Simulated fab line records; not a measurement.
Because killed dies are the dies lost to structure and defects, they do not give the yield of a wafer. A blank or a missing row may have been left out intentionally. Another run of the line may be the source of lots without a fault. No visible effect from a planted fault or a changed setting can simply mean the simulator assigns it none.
The tool behind it: which one? || flow sky130 || 36 wafers from 12 lots sampled at 5 of the route's 708 steps

## WHAT THE GAUGES SHOWED, per wafer
SKY_CONTACT_RS_MEAS_25: the measuring method here is four-point-probe.
{"lot": "L428", "measured": "day 33 07:55", "on": "film-metro-02", "CONTACT_W_RS (ohm/sq)": "0.343 0.329 0.332"}
{"lot": "L430", "measured": "day 33 17:49", "on": "film-metro-02", "CONTACT_W_RS (ohm/sq)": "0.337 0.343 0.337"}
{"lot": "L431", "measured": "day 34 18:20", "on": "film-metro-02", "CONTACT_W_RS (ohm/sq)": "0.337 0.334 0.339"}
{"lot": "L432", "measured": "day 34 21:31", "on": "film-metro-01", "CONTACT_W_RS (ohm/sq)": "0.317 0.318 0.336"}
{"lot": "L433", "measured": "day 35 00:53", "on": "film-metro-02", "CONTACT_W_RS (ohm/sq)": "0.341 0.342 0.340"}
{"lot": "L434", "measured": "day 35 02:57", "on": "film-metro-01", "CONTACT_W_RS (ohm/sq)": "0.318 0.334 0.321"}
{"lot": "L435", "measured": "day 35 19:10", "on": "film-metro-02", "CONTACT_W_RS (ohm/sq)": "0.335 0.318 0.336"}
{"lot": "L437", "measured": "day 36 03:53", "on": "film-metro-02", "CONTACT_W_RS (ohm/sq)": "0.335 0.335 0.336"}
{"lot": "L438", "measured": "day 36 16:20", "on": "film-metro-01", "CONTACT_W_RS (ohm/sq)": "0.340 0.336 0.336"}
{"lot": "L444", "measured": "day 38 07:49", "on": "film-metro-03", "CONTACT_W_RS (ohm/sq)": "0.337 0.322 0.338"}
{"lot": "L445", "measured": "day 38 11:08", "on": "film-metro-02", "CONTACT_W_RS (ohm/sq)": "0.335 0.319 0.317"}
{"lot": "L448", "measured": "day 39 04:30", "on": "film-metro-02", "CONTACT_W_RS (ohm/sq)": "0.322 0.334 0.334"}

SKY_METAL1_RS_MEAS_05: the measuring method here is four-point-probe.
{"lot": "L428", "measured": "day 33 08:32", "on": "film-metro-03", "METAL1_ALCU_RS (ohm/sq)": "0.1268 0.1269 0.1282"}
{"lot": "L430", "measured": "day 33 18:26", "on": "film-metro-02", "METAL1_ALCU_RS (ohm/sq)": "0.1243 0.1247 0.1240"}
{"lot": "L431", "measured": "day 34 19:03", "on": "film-metro-04", "METAL1_ALCU_RS (ohm/sq)": "0.1249 0.1248 0.1268"}
{"lot": "L432", "measured": "day 34 22:30", "on": "film-metro-02", "METAL1_ALCU_RS (ohm/sq)": "0.1243 0.1255 0.1249"}
{"lot": "L433", "measured": "day 35 01:30", "on": "film-metro-03", "METAL1_ALCU_RS (ohm/sq)": "0.1254 0.1273 0.1257"}
{"lot": "L434", "measured": "day 35 03:34", "on": "film-metro-02", "METAL1_ALCU_RS (ohm/sq)": "0.1261 0.1253 0.1253"}
{"lot": "L435", "measured": "day 35 19:47", "on": "film-metro-02", "METAL1_ALCU_RS (ohm/sq)": "0.1259 0.1263 0.1261"}
{"lot": "L437", "measured": "day 36 04:30", "on": "film-metro-02", "METAL1_ALCU_RS (ohm/sq)": "0.1246 0.1260 0.1253"}
{"lot": "L438", "measured": "day 36 16:57", "on": "film-metro-03", "METAL1_ALCU_RS (ohm/sq)": "0.1266 0.1259 0.1263"}
{"lot": "L444", "measured": "day 38 08:26", "on": "film-metro-04", "METAL1_ALCU_RS (ohm/sq)": "0.1270 0.1278 0.1289"}
{"lot": "L445", "measured": "day 38 11:45", "on": "film-metro-02", "METAL1_ALCU_RS (ohm/sq)": "0.1241 0.1244 0.1249"}
{"lot": "L448", "measured": "day 39 05:07", "on": "film-metro-03", "METAL1_ALCU_RS (ohm/sq)": "0.1280 0.1274 0.1286"}

SKY_VIA1_THK_MEAS_01.
{"lot": "L428", "measured": "day 34 12:03", "on": "film-metro-03", "VIA1_HDPCVD_THK (nm)": "1027 1037 1034"}
{"lot": "L430", "measured": "day 34 22:22", "on": "film-metro-01", "VIA1_HDPCVD_THK (nm)": "1045 1039 1024"}
{"lot": "L431", "measured": "day 35 23:27", "on": "film-metro-04", "VIA1_HDPCVD_THK (nm)": "1025 1021 1022"}
{"lot": "L432", "measured": "day 36 02:41", "on": "film-metro-04", "VIA1_HDPCVD_THK (nm)": "1036 1038 1049"}
{"lot": "L433", "measured": "day 36 05:07", "on": "film-metro-04", "VIA1_HDPCVD_THK (nm)": "1023 1031 1030"}
{"lot": "L434", "measured": "day 36 07:32", "on": "film-metro-01", "VIA1_HDPCVD_THK (nm)": "1027 1011 1008"}
{"lot": "L435", "measured": "day 36 23:22", "on": "film-metro-03", "VIA1_HDPCVD_THK (nm)": "1021 997 998"}
{"lot": "L437", "measured": "day 37 08:44", "on": "film-metro-03", "VIA1_HDPCVD_THK (nm)": "1030 1015 1027"}
{"lot": "L438", "measured": "day 37 20:47", "on": "film-metro-01", "VIA1_HDPCVD_THK (nm)": "1009 1009 1011"}
{"lot": "L444", "measured": "day 39 11:18", "on": "film-metro-04", "VIA1_HDPCVD_THK (nm)": "1028 1029 1544"}
{"lot": "L445", "measured": "day 39 15:22", "on": "film-metro-04", "VIA1_HDPCVD_THK (nm)": "1032 1548 1027"}
{"lot": "L448", "measured": "day 40 08:19", "on": "film-metro-04", "VIA1_HDPCVD_THK (nm)": "1028 1552 1024"}

SKY_VIA1_BOW_MEAS_03.
{"lot": "L428", "measured": "day 34 12:25", "on": "film-metro-01", "VIA1_BOW (um)": "83 78 76"}
{"lot": "L430", "measured": "day 34 22:46", "on": "film-metro-01", "VIA1_BOW (um)": "88 76 81"}
{"lot": "L431", "measured": "day 35 23:49", "on": "film-metro-03", "VIA1_BOW (um)": "72 76 78"}
{"lot": "L432", "measured": "day 36 03:04", "on": "film-metro-04", "VIA1_BOW (um)": "82 72 80"}
{"lot": "L433", "measured": "day 36 05:29", "on": "film-metro-03", "VIA1_BOW (um)": "78 80 73"}
{"lot": "L434", "measured": "day 36 07:53", "on": "film-metro-01", "VIA1_BOW (um)": "79 82 89"}
{"lot": "L435", "measured": "day 36 23:44", "on": "film-metro-04", "VIA1_BOW (um)": "86 95 94"}
{"lot": "L437", "measured": "day 37 09:07", "on": "film-metro-03", "VIA1_BOW (um)": "76 82 79"}
{"lot": "L438", "measured": "day 37 21:09", "on": "film-metro-03", "VIA1_BOW (um)": "68 79 75"}
{"lot": "L444", "measured": "day 39 11:40", "on": "film-metro-03", "VIA1_BOW (um)": "76 84 85"}
{"lot": "L445", "measured": "day 39 15:44", "on": "film-metro-04", "VIA1_BOW (um)": "87 81 82"}
{"lot": "L448", "measured": "day 40 08:41", "on": "film-metro-03", "VIA1_BOW (um)": "80 78 78"}

## WHICH TOOL RAN EACH LOT (tool, then ch and the chambers of the sampled wafers, then the start)
{"lot": "L428", "SKY_VIA1_HDPCVD_00": "hdpcvd-01 ch 0,1,2, day 34 11:56"}
{"lot": "L430", "SKY_VIA1_HDPCVD_00": "hdpcvd-01 ch 1,2, day 34 22:08"}
{"lot": "L431", "SKY_VIA1_HDPCVD_00": "hdpcvd-02 ch 0,1,2, day 35 23:20"}
{"lot": "L432", "SKY_VIA1_HDPCVD_00": "hdpcvd-01 ch 0,1,2, day 36 02:35"}
{"lot": "L433", "SKY_VIA1_HDPCVD_00": "hdpcvd-02 ch 0,2, day 36 04:59"}
{"lot": "L434", "SKY_VIA1_HDPCVD_00": "hdpcvd-02 ch 0,1,2, day 36 07:25"}
{"lot": "L435", "SKY_VIA1_HDPCVD_00": "hdpcvd-02 ch 1,2, day 36 23:14"}
{"lot": "L437", "SKY_VIA1_HDPCVD_00": "hdpcvd-01 ch 1,2, day 37 08:37"}
{"lot": "L438", "SKY_VIA1_HDPCVD_00": "hdpcvd-02 ch 1,2, day 37 20:41"}
{"lot": "L444", "SKY_VIA1_HDPCVD_00": "hdpcvd-02 ch 0,1,2, day 39 11:11"}
{"lot": "L445", "SKY_VIA1_HDPCVD_00": "hdpcvd-02 ch 0,1,2, day 39 15:14"}
{"lot": "L448", "SKY_VIA1_HDPCVD_00": "hdpcvd-02 ch 0,1,2, day 40 08:13"}
- SKY_VIA1_HDPCVD_00: deposits SiO2, target thk 1030 nm, time 171.7 s.

## WHAT THE TOOLS THEMSELVES READ (means of the sampled wafers that have a number; where no wafer has one, the mark that the record gives instead)
SKY_VIA1_HDPCVD_00.
{"lot": "L428", "tool": "hdpcvd-01", "sih4-flow-sccm (sccm)": 60.08}
{"lot": "L430", "tool": "hdpcvd-01", "sih4-flow-sccm (sccm)": 59.86}
{"lot": "L431", "tool": "hdpcvd-02", "sih4-flow-sccm (sccm)": 59.88}
{"lot": "L432", "tool": "hdpcvd-01", "sih4-flow-sccm (sccm)": 59.97}
{"lot": "L433", "tool": "hdpcvd-02", "sih4-flow-sccm (sccm)": 59.84}
{"lot": "L434", "tool": "hdpcvd-02", "sih4-flow-sccm (sccm)": 59.86}
{"lot": "L435", "tool": "hdpcvd-02", "sih4-flow-sccm (sccm)": 60.05}
{"lot": "L437", "tool": "hdpcvd-01", "sih4-flow-sccm (sccm)": 59.87}
{"lot": "L438", "tool": "hdpcvd-02", "sih4-flow-sccm (sccm)": 60.21}
{"lot": "L444", "tool": "hdpcvd-02", "sih4-flow-sccm (sccm)": 70.18}
{"lot": "L445", "tool": "hdpcvd-02", "sih4-flow-sccm (sccm)": 70.17}
{"lot": "L448", "tool": "hdpcvd-02", "sih4-flow-sccm (sccm)": 69.95}

## THE ANSWER, worked out from the rows above alone
Rule: the usual values come from the lots themselves. The widest of any qualifying gaps counts: lots, ordered by their means at a reading, are off when they make up no more than a third of the lots, leave a main group of 4 or more, and stand apart from it by 3 or more times the standard deviation of that group's means. The tables above print the reading to a certain number of digits; a main group whose means all agree to those digits is not used. Also off: a lot with no number at a reading for which 4 or more lots have one. Where the step has rows for the other lots, those lots are counted as sound. First the gauges in route order, then the tools' own readings, where a lot's mean is used as printed above. At the first step where some lot is off, the reading lying furthest off is the one used; lots without a number count as furthest.
Off: L444, L445, L448, seen at SKY_VIA1_THK_MEAS_01 (VIA1_HDPCVD_THK). Main group: mean 1024 nm, sd 11.
A tool fits if, at a process step before that reading, it ran every lot that is off, and no sound lot after the first of them. Not tried: the gauges at SKY_VIA1_THK_MEAS_01; whatever is off there is also off at SKY_VIA1_HDPCVD_00, on other tools, and gauge error can't account for it. One fits: SKY_VIA1_HDPCVD_00 on hdpcvd-02. A fault onset in the window from L438 (day 37 20:41, its last sound lot) to L444 (day 39 11:11, its first lot off) fits.
The tool's own readings at SKY_VIA1_HDPCVD_00 bear it out: on the lots that are off they differ by more than 5 times the standard deviation of the sound lots' means. sih4-flow-sccm reads 70.10 sccm there against 59.96 sccm on the sound lots.

## WHAT THE SIMULATOR HAD INSERTED
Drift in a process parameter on hdpcvd-02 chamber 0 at SKY_VIA1_HDPCVD_00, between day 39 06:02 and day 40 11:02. The setting sih4-flow-sccm was moved by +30, starting from 60. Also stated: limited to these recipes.
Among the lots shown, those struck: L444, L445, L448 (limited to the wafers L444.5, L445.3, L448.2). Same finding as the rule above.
